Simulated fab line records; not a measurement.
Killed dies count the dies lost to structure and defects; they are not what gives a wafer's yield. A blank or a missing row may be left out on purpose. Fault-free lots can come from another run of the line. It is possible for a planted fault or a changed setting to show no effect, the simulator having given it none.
The tool behind it: which one? / flow sky130 / 24 lots, 72 wafers sampled, at 4 steps of a route of 708

WHAT EACH GAUGE READ, for each wafer
SKY_VIA1_BOW_MEAS_03. Usual: VIA1_BOW typically reads 81 um, with standard deviation 7.7.
lot=L074; measured=day 33 04:04; on=film metro-04; VIA1_BOW (um)=77 90 80; flag=
lot=L075; measured=day 33 17:38; on=film metro-02; VIA1_BOW (um)=91 86 75; flag=
lot=L076; measured=day 33 20:14; on=film metro-03; VIA1_BOW (um)=90 75 79; flag=
lot=L077; measured=day 33 20:58; on=film metro-02; VIA1_BOW (um)=83 83 86; flag=
lot=L078; measured=day 34 05:21; on=film metro-03; VIA1_BOW (um)=77 82 69; flag=
lot=L079; measured=day 34 19:43; on=film metro-02; VIA1_BOW (um)=75 82 94; flag=
lot=L080; measured=day 35 05:19; on=film metro-02; VIA1_BOW (um)=83 77 88; flag=
lot=L081; measured=day 35 17:20; on=film metro-03; VIA1_BOW (um)=95 100 77; flag=
lot=L082; measured=day 35 21:37; on=film metro-02; VIA1_BOW (um)=67 61 73; flag=
lot=L083; measured=day 36 00:08; on=film metro-03; VIA1_BOW (um)=71 87 82; flag=
lot=L084; measured=day 36 09:45; on=film metro-03; VIA1_BOW (um)=81 82 69; flag=
lot=L085; measured=day 36 13:09; on=film metro-02; VIA1_BOW (um)=77 91 81; flag=
lot=L086; measured=day 36 19:53; on=film metro-03; VIA1_BOW (um)=75 75 81; flag=
lot=L087; measured=day 37 05:28; on=film metro-02; VIA1_BOW (um)=83 77 76; flag=
lot=L088; measured=day 37 15:42; on=film metro-04; VIA1_BOW (um)=78 76 77; flag=
lot=L089; measured=day 37 22:40; on=film metro-02; VIA1_BOW (um)=72 81 99; flag=
lot=L090; measured=day 38 01:49; on=film metro-02; VIA1_BOW (um)=81 81 76; flag=
lot=L091; measured=day 38 10:09; on=film metro-04; VIA1_BOW (um)=87 78 70; flag=
lot=L092; measured=day 38 11:40; on=film metro-02; VIA1_BOW (um)=83 81 75; flag=
lot=L093; measured=day 38 20:29; on=film metro-02; VIA1_BOW (um)=83 84 71; flag=
lot=L094; measured=day 39 05:41; on=film metro-02; VIA1_BOW (um)=87 85 88; flag=
lot=L095; measured=day 40 00:43; on=film metro-03; VIA1_BOW (um)=77 72 79; flag=
lot=L096; measured=day 40 01:35; on=film metro-03; VIA1_BOW (um)=75 69 89; flag=
lot=L097; measured=day 40 01:53; on=film metro-03; VIA1_BOW (um)=100 93 81; flag=

SKY_METAL2_CD_MEAS_15: target cd 140 nm. Usual: cd nm reads 139.8 nm (standard deviation 1.4).
lot=L074; measured=day 35 10:21; on=cd sem-02; cd nm (nm)=142.0 139.9 140.9; flag=
lot=L075; measured=day 35 23:56; on=cd sem-02; cd nm (nm)=139.9 138.1 139.2; flag=
lot=L076; measured=day 36 02:19; on=cd sem-02; cd nm (nm)=140.5 138.6 139.6; flag=
lot=L077; measured=day 36 04:01; on=cd sem-02; cd nm (nm)=140.1 139.5 141.1; flag=
lot=L078; measured=day 36 11:40; on=cd sem-02; cd nm (nm)=139.8 141.2 139.2; flag=
lot=L079; measured=day 37 00:59; on=cd sem-02; cd nm (nm)=141.3 141.9 141.1; flag=
lot=L080; measured=day 37 11:01; on=cd sem-01; cd nm (nm)=137.9 139.2 138.4; flag=
lot=L081; measured=day 37 23:18; on=cd sem-02; cd nm (nm)=139.6 140.7 142.1; flag=
lot=L082; measured=day 38 02:21; on=cd sem-01; cd nm (nm)=141.2 141.3 143.1; flag=
lot=L083; measured=day 38 04:41; on=cd sem-01; cd nm (nm)=136.0 138.2 135.2; flag=
lot=L084; measured=day 38 14:20; on=cd sem-01; cd nm (nm)=138.3 138.5 137.3; flag=
lot=L085; measured=day 38 18:03; on=cd sem-02; cd nm (nm)=139.6 138.5 140.9; flag=
lot=L086; measured=day 39 00:28; on=cd sem-02; cd nm (nm)=139.6 138.9 138.5; flag=
lot=L087; measured=day 39 09:11; on=cd sem-02; cd nm (nm)=139.8 139.6 141.4; flag=
lot=L088; measured=day 39 20:14; on=cd sem-02; cd nm (nm)=140.4 140.5 140.0; flag=
lot=L089; measured=day 40 02:46; on=cd sem-02; cd nm (nm)=138.8 139.0 141.6; flag=
lot=L090; measured=day 40 05:13; on=cd sem-02; cd nm (nm)=138.8 138.3 138.5; flag=
lot=L091; measured=day 40 14:10; on=cd sem-02; cd nm (nm)=140.6 141.7 140.2; flag=
lot=L092; measured=day 40 15:41; on=cd sem-01; cd nm (nm)=137.5 139.3 138.0; flag=
lot=L093; measured=day 40 23:21; on=cd sem-01; cd nm (nm)=141.0 139.7 139.6; flag=
lot=L094; measured=day 41 08:02; on=cd sem-02; cd nm (nm)=139.5 140.2 140.6; flag=
lot=L095; measured=day 42 02:22; on=cd sem-01; cd nm (nm)=136.0 139.0 138.8; flag=
lot=L096; measured=day 42 03:39; on=cd sem-01; cd nm (nm)=139.9 139.5 139.7; flag=
lot=L097; measured=day 42 04:18; on=cd sem-01; cd nm (nm)=141.5 141.9 141.1; flag=

EACH LOT AND THE TOOL THAT RAN IT (in order: tool; ch and the chambers of the sampled wafers; start)
lot=L074; SKY_LOCAL_INTERCONNECT_ETCH_13=rie metal-03 ch 0,1, day 30 16:53; SKY_VIA1_SPUTTER_20=pvd sputter-04, day 34 07:08
lot=L075; SKY_LOCAL_INTERCONNECT_ETCH_13=rie metal-01 ch 0,1, day 31 06:28; SKY_VIA1_SPUTTER_20=pvd sputter-02, day 34 20:53
lot=L076; SKY_LOCAL_INTERCONNECT_ETCH_13=rie metal-01 ch 0,1, day 31 07:41; SKY_VIA1_SPUTTER_20=pvd sputter-01, day 34 23:01
lot=L077; SKY_LOCAL_INTERCONNECT_ETCH_13=rie metal-04 ch 0,1, day 31 09:14; SKY_VIA1_SPUTTER_20=pvd sputter-01, day 35 00:38
lot=L078; SKY_LOCAL_INTERCONNECT_ETCH_13=rie metal-03 ch 0,1, day 31 19:32; SKY_VIA1_SPUTTER_20=pvd sputter-01, day 35 08:35
lot=L079; SKY_LOCAL_INTERCONNECT_ETCH_13=rie metal-01 ch 0,1, day 32 09:53; SKY_VIA1_SPUTTER_20=pvd sputter-01, day 35 22:44
lot=L080; SKY_LOCAL_INTERCONNECT_ETCH_13=rie metal-01 ch 0,1, day 32 19:41; SKY_VIA1_SPUTTER_20=pvd sputter-01, day 36 08:52
lot=L081; SKY_LOCAL_INTERCONNECT_ETCH_13=rie metal-01 ch 0,1, day 33 07:28; SKY_VIA1_SPUTTER_20=pvd sputter-02, day 36 20:50
lot=L082; SKY_LOCAL_INTERCONNECT_ETCH_13=rie metal-03 ch 0,1, day 33 12:11; SKY_VIA1_SPUTTER_20=pvd sputter-04, day 37 00:37
lot=L083; SKY_LOCAL_INTERCONNECT_ETCH_13=rie metal-03 ch 0,1, day 33 15:31; SKY_VIA1_SPUTTER_20=pvd sputter-02, day 37 03:02
lot=L084; SKY_LOCAL_INTERCONNECT_ETCH_13=rie metal-01 ch 0,1, day 34 00:58; SKY_VIA1_SPUTTER_20=pvd sputter-02, day 37 12:26
lot=L085; SKY_LOCAL_INTERCONNECT_ETCH_13=rie metal-04 ch 0,1, day 34 04:14; SKY_VIA1_SPUTTER_20=pvd sputter-01, day 37 15:44
lot=L086; SKY_LOCAL_INTERCONNECT_ETCH_13=rie metal-04 ch 0,1, day 34 10:32; SKY_VIA1_SPUTTER_20=pvd sputter-02, day 37 22:10
lot=L087; SKY_LOCAL_INTERCONNECT_ETCH_13=rie metal-03 ch 0, day 34 20:08; SKY_VIA1_SPUTTER_20=pvd sputter-04, day 38 07:49
lot=L088; SKY_LOCAL_INTERCONNECT_ETCH_13=rie metal-04 ch 0,1, day 35 07:31; SKY_VIA1_SPUTTER_20=pvd sputter-02, day 38 17:56
lot=L089; SKY_LOCAL_INTERCONNECT_ETCH_13=rie metal-01 ch 1, day 35 13:13; SKY_VIA1_SPUTTER_20=pvd sputter-01, day 39 00:51
lot=L090; SKY_LOCAL_INTERCONNECT_ETCH_13=rie metal-01 ch 0,1, day 35 17:20; SKY_VIA1_SPUTTER_20=pvd sputter-02, day 39 03:51
lot=L091; SKY_LOCAL_INTERCONNECT_ETCH_13=rie metal-03 ch 0,1, day 36 00:55; SKY_VIA1_SPUTTER_20=pvd sputter-04, day 39 12:43
lot=L092; SKY_LOCAL_INTERCONNECT_ETCH_13=rie metal-04 ch 0,1, day 36 03:41; SKY_VIA1_SPUTTER_20=pvd sputter-04, day 39 13:26
lot=L093; SKY_LOCAL_INTERCONNECT_ETCH_13=rie metal-01 ch 0,1, day 36 12:23; SKY_VIA1_SPUTTER_20=pvd sputter-01, day 39 22:18
lot=L094; SKY_LOCAL_INTERCONNECT_ETCH_13=rie metal-03 ch 0, day 36 21:16; SKY_VIA1_SPUTTER_20=pvd sputter-04, day 40 06:58
lot=L095; SKY_LOCAL_INTERCONNECT_ETCH_13=rie metal-01 ch 0,1, day 37 17:59; SKY_VIA1_SPUTTER_20=pvd sputter-01, day 41 01:30
lot=L096; SKY_LOCAL_INTERCONNECT_ETCH_13=rie metal-04 ch 0,1, day 37 18:50; SKY_VIA1_SPUTTER_20=pvd sputter-04, day 41 03:10
lot=L097; SKY_LOCAL_INTERCONNECT_ETCH_13=rie metal-03 ch 1, day 37 20:31; SKY_VIA1_SPUTTER_20=pvd sputter-01, day 41 03:34
- SKY_LOCAL_INTERCONNECT_ETCH_13: etches BARC in N2/H2, stops on SiO2, time 45.9 s, target depth 60 nm.
- SKY_VIA1_SPUTTER_20: material TiN, target thk 20 nm, time 80 s.

WHAT THE TOOLS THEMSELVES READ (means of the sampled wafers that have a number; where no wafer has one, the mark that the record gives instead)
SKY_LOCAL_INTERCONNECT_ETCH_13. Usual: drypump motor current A 5.7 A, standard deviation 0.48; oes product au 0.855 a.u., standard deviation 0.0048; throttle valve pct 13.224 %, standard deviation 0.0096.
lot=L074; tool=rie metal-03; drypump motor current A (A)=6.1; oes product au (a.u.)=0.853; throttle valve pct (%)=13.216; flag=
lot=L075; tool=rie metal-01; drypump motor current A (A)=5.3; oes product au (a.u.)=0.855; throttle valve pct (%)=13.222; flag=
lot=L076; tool=rie metal-01; drypump motor current A (A)=5.6; oes product au (a.u.)=0.858; throttle valve pct (%)=13.225; flag=
lot=L077; tool=rie metal-04; drypump motor current A (A)=5.5; oes product au (a.u.)=0.856; throttle valve pct (%)=13.228; flag=
lot=L078; tool=rie metal-03; drypump motor current A (A)=6.0; oes product au (a.u.)=0.856; throttle valve pct (%)=13.230; flag=
lot=L079; tool=rie metal-01; drypump motor current A (A)=5.3; oes product au (a.u.)=0.853; throttle valve pct (%)=13.221; flag=
lot=L080; tool=rie metal-01; drypump motor current A (A)=5.3; oes product au (a.u.)=0.857; throttle valve pct (%)=13.230; flag=
lot=L081; tool=rie metal-01; drypump motor current A (A)=5.3; oes product au (a.u.)=0.852; throttle valve pct (%)=13.227; flag=
lot=L082; tool=rie metal-03; drypump motor current A (A)=6.1; oes product au (a.u.)=0.857; throttle valve pct (%)=13.222; flag=
lot=L083; tool=rie metal-03; drypump motor current A (A)=6.0; oes product au (a.u.)=0.854; throttle valve pct (%)=13.221; flag=
lot=L084; tool=rie metal-01; drypump motor current A (A)=5.6; oes product au (a.u.)=0.852; throttle valve pct (%)=13.218; flag=
lot=L085; tool=rie metal-04; drypump motor current A (A)=5.5; oes product au (a.u.)=0.854; throttle valve pct (%)=13.221; flag=
lot=L086; tool=rie metal-04; drypump motor current A (A)=5.5; oes product au (a.u.)=0.855; throttle valve pct (%)=13.233; flag=
lot=L087; tool=rie metal-03; drypump motor current A (A)=5.8; oes product au (a.u.)=0.857; throttle valve pct (%)=13.228; flag=
lot=L088; tool=rie metal-04; drypump motor current A (A)=5.6; oes product au (a.u.)=0.847; throttle valve pct (%)=13.219; flag=
lot=L089; tool=rie metal-01; drypump motor current A (A)=6.0; oes product au (a.u.)=0.858; throttle valve pct (%)=13.224; flag=
lot=L090; tool=rie metal-01; drypump motor current A (A)=5.3; oes product au (a.u.)=0.853; throttle valve pct (%)=13.231; flag=
lot=L091; tool=rie metal-03; drypump motor current A (A)=6.1; oes product au (a.u.)=0.853; throttle valve pct (%)=13.232; flag=
lot=L092; tool=rie metal-04; drypump motor current A (A)=5.6; oes product au (a.u.)=0.851; throttle valve pct (%)=13.223; flag=
lot=L093; tool=rie metal-01; drypump motor current A (A)=5.6; oes product au (a.u.)=0.853; throttle valve pct (%)=13.219; flag=
lot=L094; tool=rie metal-03; drypump motor current A (A)=5.8; oes product au (a.u.)=0.856; throttle valve pct (%)=13.224; flag=
lot=L095; tool=rie metal-01; drypump motor current A (A)=5.6; oes product au (a.u.)=0.853; throttle valve pct (%)=13.221; flag=
lot=L096; tool=rie metal-04; drypump motor current A (A)=5.5; oes product au (a.u.)=0.854; throttle valve pct (%)=13.225; flag=
lot=L097; tool=rie metal-03; drypump motor current A (A)=6.3; oes product au (a.u.)=0.853; throttle valve pct (%)=13.220; flag=

SKY_VIA1_SPUTTER_20. Usual: throttle valve pct reads 29.9 % (standard deviation 1.3).
lot=L074; tool=pvd sputter-04; throttle valve pct (%)=29.8; flag=
lot=L075; tool=pvd sputter-02; throttle valve pct (%)=29.7; flag=
lot=L076; tool=pvd sputter-01; throttle valve pct (%)=29.2; flag=
lot=L077; tool=pvd sputter-01; throttle valve pct (%)=30.8; flag=
lot=L078; tool=pvd sputter-01; throttle valve pct (%)=30.0; flag=
lot=L079; tool=pvd sputter-01; throttle valve pct (%)=30.2; flag=
lot=L080; tool=pvd sputter-01; throttle valve pct (%)=29.6; flag=
lot=L081; tool=pvd sputter-02; throttle valve pct (%)=30.7; flag=
lot=L082; tool=pvd sputter-04; throttle valve pct (%)=29.7; flag=
lot=L083; tool=pvd sputter-02; throttle valve pct (%)=30.0; flag=
lot=L084; tool=pvd sputter-02; throttle valve pct (%)=29.2; flag=
lot=L085; tool=pvd sputter-01; throttle valve pct (%)=29.8; flag=
lot=L086; tool=pvd sputter-02; throttle valve pct (%)=29.7; flag=
lot=L087; tool=pvd sputter-04; throttle valve pct (%)=29.8; flag=
lot=L088; tool=pvd sputter-02; throttle valve pct (%)=30.1; flag=
lot=L089; tool=pvd sputter-01; throttle valve pct (%)=30.3; flag=
lot=L090; tool=pvd sputter-02; throttle valve pct (%)=30.9; flag=
lot=L091; tool=pvd sputter-04; throttle valve pct (%)=29.4; flag=
lot=L092; tool=pvd sputter-04; throttle valve pct (%)=28.9; flag=
lot=L093; tool=pvd sputter-01; throttle valve pct (%)=30.9; flag=
lot=L094; tool=pvd sputter-04; throttle valve pct (%)=29.1; flag=
lot=L095; tool=pvd sputter-01; throttle valve pct (%)=29.6; flag=
lot=L096; tool=pvd sputter-04; throttle valve pct (%)=29.1; flag=
lot=L097; tool=pvd sputter-01; throttle valve pct (%)=30.2; flag=

THE ANSWER, worked out from the rows above alone
Rule: a lot counts as off when the mean over its wafers that have a number is more than 3 standard deviations away from the usual mean. Also off: a lot with no number at a reading for which 4 or more lots have one. Any other lot the step has rows for is counted as sound. The gauges are gone through in route order, then the tools' own readings, and for those a lot's mean is taken as printed above. The first step at which some lot is off is used, and at that step the reading that is off furthest; a lot without a number counts as furthest.
None of the lots is off at any reading shown; this tells nothing.

WHAT THE SIMULATOR HAD INSERTED
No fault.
